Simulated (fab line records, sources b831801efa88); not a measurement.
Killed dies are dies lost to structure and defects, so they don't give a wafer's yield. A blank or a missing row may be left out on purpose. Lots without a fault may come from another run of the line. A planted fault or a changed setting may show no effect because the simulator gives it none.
fab line records | flow sky130 | part 2 of 2: steps 28 to 37 of 37
record lots=5 wafers=15 last_day=50
route steps=708 shown METAL2@498 VIA2@507 METAL3@532
lots that met no fault: from a run of the same line without faults
start_h: hours from the record's first day to the start of the lot's first wafer shown | wait_h: hours since the lot's step before | " the same as in the row above | L1.1+2: a row that stands for several wafers | - no value, or no start given | * or withheld: withheld | < > ~ a bound
route shown NAME@n: a module of which the file shows steps, and the number in the route of the first | usual: mean/standard deviation of fault-free wafers | same: alike in all rows | chamber/n: place in a boat | sites: the reading at each site | _std_site: their standard deviation | _edge_site: outer sites' mean less inner sites' | radius_mm: how far each site lies from the wafer's centre | mask NAME#n: copy n | behind: the tool/chamber that last shaped the wafer | hold: why the lot was held/for how many hours/how that ended | device: the transistor (n, p or np) that didn't switch | end of line: the same wafers' tests at the end of the route | a step without rows: its recipe alone | killed: dies lost to structure and defects at the first sort, not the wafer's yield | map: a wafer's dies, x killed, . not, _ none there
set.NAME: the setting as run; set.NAME@STEP: as run at that earlier step | model.NAME: the simulator's own value behind a step, which no gauge read
lots at some steps of the route; a table a step, a row a wafer
services: from which hour (start_h, from the record's first day; less than 0 if before it) a tool's chamber was out of use, for how many hours, and why
## steps
# step SKY_VIA2_CLEAN_18
# recipe chemistry=IPA time_s=180 temp_c=25
# columns lot.wafer tool chamber start_h wait_h
L074.1+4+5 wet_bench-04 2 839.84 0.0
L085.1+2+5 wet_bench-02 3 930.80 0.0
L092.2+4+5 wet_bench-04 2 976.77 0.0
L095.1+2+4 wet_bench-03 3 995.95 0.0
L096.1+3+6 wet_bench-03 1 1011.23 0.0
# step SKY_VIA2_CLEAN_19
# recipe chemistry=O3/DIW dry=n2_spin
# columns lot.wafer tool chamber start_h wait_h
L074.1+4+5 wet_bench-02 3 839.90 0.0
L085.1+2+5 wet_bench-04 3 930.86 0.0
L092.2+4+5 wet_bench-02 1 976.83 0.0
L095.1+2+4 wet_bench-04 1 996.01 0.0
L096.1+3+6 wet_bench-04 1 1011.29 0.0
# step SKY_VIA2_SPUTTER_20
# recipe material=TiN target_thk_nm=20 chamber_pressure_pa=5 power_w=4000 time_s=80
# usual throttle_valve_pct=30.3/1.3
# columns lot.wafer tool chamber start_h wait_h throttle_valve_pct
L074.1 pvd_sputter-03 - 839.99 0.0 29.9
L074.4 " - " " 30.4
L074.5 " - " " 31.0
L085.1 pvd_sputter-01 - 930.96 0.0 27.7
L085.2 " - " " 31.3
L085.5 " - " " 31.8
L092.2 pvd_sputter-01 - 976.92 0.0 27.7
L092.4 " - " " 32.1
L092.5 " - " " 31.9
L095.1 pvd_sputter-02 - 996.10 0.0 31.5
L095.2 " - " " 30.7
L095.4 " - " " 31.6
L096.1 pvd_sputter-02 - 1011.38 0.0 27.9
L096.3 " - " " 29.5
L096.6 " - " " 28.0
# step SKY_VIA2_CVD_21
# recipe material=W target_thk_nm=420 time_s=126.4 temp_c=400 pressure_torr=40
# usual heater_power_w=927/77 susceptor_temp_C=399.97/0.22
# columns lot.wafer tool chamber start_h wait_h heater_power_w susceptor_temp_C
L074.1 cvd_w-01 0 840.05 0.0 868 400.12
L074.4 " 0 " " 863 399.70
L074.5 " 1 " " 1041 400.09
L085.1 cvd_w-01 1 931.02 0.0 1042 399.90
L085.2 " 0 " " 874 399.70
L085.5 " 0 " " 857 399.68
L092.2 cvd_w-01 1 976.98 0.0 1068 399.95
L092.4 " 0 " " 854 399.59
L092.5 " 1 " " 1048 400.16
L095.1 cvd_w-01 0 996.16 0.0 877 399.64
L095.2 " 1 " " 1048 399.93
L095.4 " 1 " " 1052 400.11
L096.1 cvd_w-02 1 1011.44 0.0 869 399.64
L096.3 " 0 " " 911 400.11
L096.6 " 0 " " 895 399.99
# step SKY_VIA2_RS_MEAS_22
# recipe thk_meas_gauge=four-point-probe reads=W_of_VIA2_CVD_21+TiN_of_VIA2_SPUTTER_20
# usual VIA2_W_RS=0.2745/0.0024
# columns lot.wafer tool chamber start_h wait_h VIA2_W_RS[ohm/sq]
L074.1 film_metro-01 - 840.19 0.1 0.2705
L074.4 " - " " 0.2701
L074.5 " - " " 0.2752
L085.1 film_metro-04 - 931.15 0.1 0.2774
L085.2 " - " " 0.2735
L085.5 " - " " 0.2754
L092.2 film_metro-03 - 977.13 0.1 0.2758
L092.4 " - " " 0.2748
L092.5 " - " " 0.2756
L095.1 film_metro-04 - 996.29 0.1 0.2717
L095.2 " - " " 0.2753
L095.4 " - " " 0.2741
L096.1 film_metro-01 - 1011.57 0.1 0.2713
L096.3 " - " " 0.2676
L096.6 " - " " 0.2719
# step SKY_VIA2_THK_MEAS_23
# recipe thk_meas_gauge=xrf reads=W_of_VIA2_CVD_21
# usual VIA2_W_THK=432/4.6
# columns lot.wafer tool chamber start_h wait_h VIA2_W_THK[nm]
L074.1 film_metro-01 - 840.31 0.1 441
L074.4 " - " " 438
L074.5 " - " " 430
L085.1 film_metro-04 - 931.27 0.1 427
L085.2 " - " " 432
L085.5 " - " " 429
L092.2 film_metro-03 - 977.24 0.1 422
L092.4 " - " " 424
L092.5 " - " " 426
L095.1 film_metro-04 - 996.41 0.1 442
L095.2 " - " " 436
L095.4 " - " " 436
L096.1 film_metro-01 - 1011.69 0.1 434
L096.3 " - " " 441
L096.6 " - " " 430
# step SKY_VIA2_CMP_24
# recipe stop_on=SiO2 t_overpolish_s=20 down_force_psi=3.5 platen_rpm=60 target_thk_nm=0 pad_velocity_m_s=0.94248
# usual motor_current_A=11.0/1.3 overpolish_run_s=20.000/0.01 time_to_endpoint_s=100.5/3
# columns lot.wafer tool chamber start_h wait_h motor_current_A overpolish_run_s time_to_endpoint_s
L074.1 cmp-02 0 840.37 0.1 10.3 20.015 109.2
L074.4 " 3 " " 13.2 20.013 107.1
L074.5 " 1 " " 9.9 20.000 99.8
L085.2 cmp-01 0 931.33 0.0 11.7 20.002 103.6
L085.1 " 1 " " 12.7 19.990 102.2
L085.5 " 0 " " 11.9 20.014 96.5
L092.2 cmp-01 2 977.29 0.0 11.6 20.006 101.6
L092.4 " 1 " " 12.4 19.995 103.4
L092.5 " 2 " " 10.8 20.013 96.7
L095.2 cmp-02 0 996.47 0.0 10.9 19.988 104.9
L095.4 " 2 " " 9.1 20.011 99.8
L095.1 " 3 " " 12.8 20.014 102.5
L096.3 cmp-02 1 1011.75 0.0 9.9 20.004 100.9
L096.1 " 3 " " 11.9 20.002 105.0
L096.6 " 2 " " 9.3 20.007 101.1
# step SKY_METAL3_SPUTTER_00
# recipe material=Ti target_thk_nm=15 power_w=3000 time_s=10 chamber_pressure_pa=0.4
# usual throttle_valve_pct=29.9/1.2
# columns lot.wafer tool chamber start_h wait_h throttle_valve_pct
L074.1 pvd_sputter-02 - 840.69 0.3 30.4
L074.4 " - " " 29.5
L074.5 " - " " 31.4
L085.1 pvd_sputter-02 - 931.63 0.2 31.6
L085.2 " - " " 29.1
L085.5 " - " " 27.6
L092.2 pvd_sputter-02 - 977.59 0.2 31.5
L092.4 " - " " 30.5
L092.5 " - " " 29.3
L095.1 pvd_sputter-04 - 996.77 0.1 29.7
L095.2 " - " " 30.6
L095.4 " - " " 29.7
L096.1 pvd_sputter-04 - 1012.05 0.1 29.4
L096.3 " - " " 30.3
L096.6 " - " " 29.6
# step SKY_METAL3_SPUTTER_01
# recipe material=TiN target_thk_nm=20 power_w=6500 time_s=16.7 chamber_pressure_pa=0.4
# usual throttle_valve_pct=29.9/1.1
# columns lot.wafer tool chamber start_h wait_h throttle_valve_pct
L074.1 pvd_sputter-02 - 840.71 0.0 30.4
L074.4 " - " " 29.4
L074.5 " - " " 31.5
L085.1 pvd_sputter-02 - 931.65 0.0 31.4
L085.2 " - " " 29.5
L085.5 " - " " 28.1
L092.2 pvd_sputter-02 - 977.62 0.0 31.4
L092.4 " - " " 30.7
L092.5 " - " " 29.4
L095.1 pvd_sputter-04 - 996.79 0.0 29.6
L095.2 " - " " 30.3
L095.4 " - " " 29.5
L096.1 pvd_sputter-04 - 1012.08 0.0 29.3
L096.3 " - " " 30.3
L096.6 " - " " 29.6
# step SKY_METAL3_SPUTTER_02
# recipe material=AlCu target_thk_nm=735 power_w=10600 time_s=39.1 chamber_pressure_pa=0.4
# usual throttle_valve_pct=29.9/1.2
# columns lot.wafer tool chamber start_h wait_h throttle_valve_pct
L074.1 pvd_sputter-02 - 840.74 0.0 30.5
L074.4 " - " " 29.2
L074.5 " - " " 31.4
L085.1 pvd_sputter-02 - 931.68 0.0 31.3
L085.2 " - " " 29.2
L085.5 " - " " 27.6
L092.2 pvd_sputter-02 - 977.64 0.0 31.2
L092.4 " - " " 30.6
L092.5 " - " " 29.2
L095.1 pvd_sputter-04 - 996.82 0.0 29.6
L095.2 " - " " 30.2
L095.4 " - " " 29.7
L096.1 pvd_sputter-04 - 1012.10 0.0 30.0
L096.3 " - " " 30.4
L096.6 " - " " 29.5
## services
# columns tool chamber start_h hours kind
rie_metal-04 1 788.64 1.1 repair
wet_bench-02 - 789.50 1.0 repair
pvd_sputter-04 - 792.23 0.8 repair
cvd_w-01 - 793.60 37.2 repair
pvd_sputter-04 - 815.61 3.7 repair
rie_diel-04 - 818.61 14.6 pm
pvd_sputter-04 - 822.61 7.9 repair
cvd_w-01 - 833.81 2.3 repair
rie_diel-04 2 836.92 4.7 repair
rie_diel-04 - 837.82 1.1 repair
rie_diel-04 - 838.34 0.4 repair
rie_diel-04 - 844.92 2.8 pm
cmp-02 - 856.66 0.4 repair
rie_diel-04 1 865.57 4.9 repair
rie_metal-04 - 866.60 28.1 pm
rie_diel-04 0 871.75 2.6 repair
cvd_w-01 0 874.94 3.7 repair
pvd_sputter-04 - 883.94 1.9 repair
cmp-02 - 893.60 2.6 repair
pvd_sputter-02 - 903.76 0.9 repair
cmp-02 - 977.54 1.5 repair
cmp-02 - 983.28 0.6 repair
cmp-02 - 985.62 7.0 pm
rie_metal-04 - 1007.62 0.5 repair
